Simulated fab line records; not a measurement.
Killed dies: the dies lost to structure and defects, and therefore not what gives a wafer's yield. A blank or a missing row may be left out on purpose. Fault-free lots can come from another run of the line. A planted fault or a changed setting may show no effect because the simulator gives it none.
A single fault, viewed from 2 desks | flow sfq-line | every desk sees just its own numbers, and what lay behind them comes last

== DESK OF THE TOOL OWNER: pecvd-03 ==
The tool's own readings at SFQ_TRILAYER_L0_CAP_PECVD_011 (deposits SiO2 from SiH4/N2O, time 13.333 s, target thk 60 nm): means of the sampled wafers that have a number, for each lot that ran on this tool. The brackets show how far a lot's mean lies from the usual mean; more than 4 standard deviations puts the lot out of limits, marked OUT.
Columns: A = heater-power-outer-w at SFQ_TRILAYER_L0_CAP_PECVD_011, usual 33 W; B = heater-power-w at SFQ_TRILAYER_L0_CAP_PECVD_011, usual 91 W; C = throttle-valve-pct at SFQ_TRILAYER_L0_CAP_PECVD_011, usual 24.6 %
lot  | first seen here | A  | B   | C
L479 | day 2 14:43     | 37 | 94  | 23.8
L484 | day 3 20:28     | 36 | 90  | 23.9
L489 | day 4 20:29     | 46 | 106 | 22.9
L491 | day 5 06:05     | 51 | 110 | 23.4
Finding of this desk: none of the 4 lots has anything out of limits.

== FROM THE METROLOGY DESK ==
Lot by lot, what the gauges showed, no matter which tool ran the lot: averages of those sampled wafers that carry a number. The brackets show how far a lot's mean lies from the usual mean; more than 4 standard deviations puts the lot out of limits, marked OUT.
Columns: A = M8_AU_THK at SFQ_M8_THK_MEAS_950, usual 178.1 nm; B = M8_BOW at SFQ_M8_BOW_MEAS_951, usual 5 um
lot  | first seen here | A     | B
L479 | day 81 13:38    | 178.7 | 3
L480 | day 81 18:25    | 178.1 | 22
L481 | day 83 07:37    | 177.8 | 15
L484 | day 83 23:14    | 180.0 | 9
L488 | day 85 07:45    | 177.4 | 14
L489 | day 85 17:35    | 175.7 | 7
L491 | day 86 02:05    | 178.2 | -1
L492 | day 86 05:41    | 177.7 | 6
L494 | day 86 10:05    | 178.9 | 8
L495 | day 86 10:33    | 178.8 | 6
L498 | day 86 21:18    | 178.1 | -6
L499 | day 87 00:59    | 176.6 | 10
L501 | day 87 11:36    | 179.3 | 8
L502 | day 87 13:59    | 178.4 | 11
Finding of this desk: none of the 14 lots has anything out of limits.

== PUT TOGETHER ==
Nothing out of limits was seen by the tool owner's desk.
Nothing out of limits was seen by the metrology desk.

== WHAT THE SIMULATOR HAD INSERTED ==
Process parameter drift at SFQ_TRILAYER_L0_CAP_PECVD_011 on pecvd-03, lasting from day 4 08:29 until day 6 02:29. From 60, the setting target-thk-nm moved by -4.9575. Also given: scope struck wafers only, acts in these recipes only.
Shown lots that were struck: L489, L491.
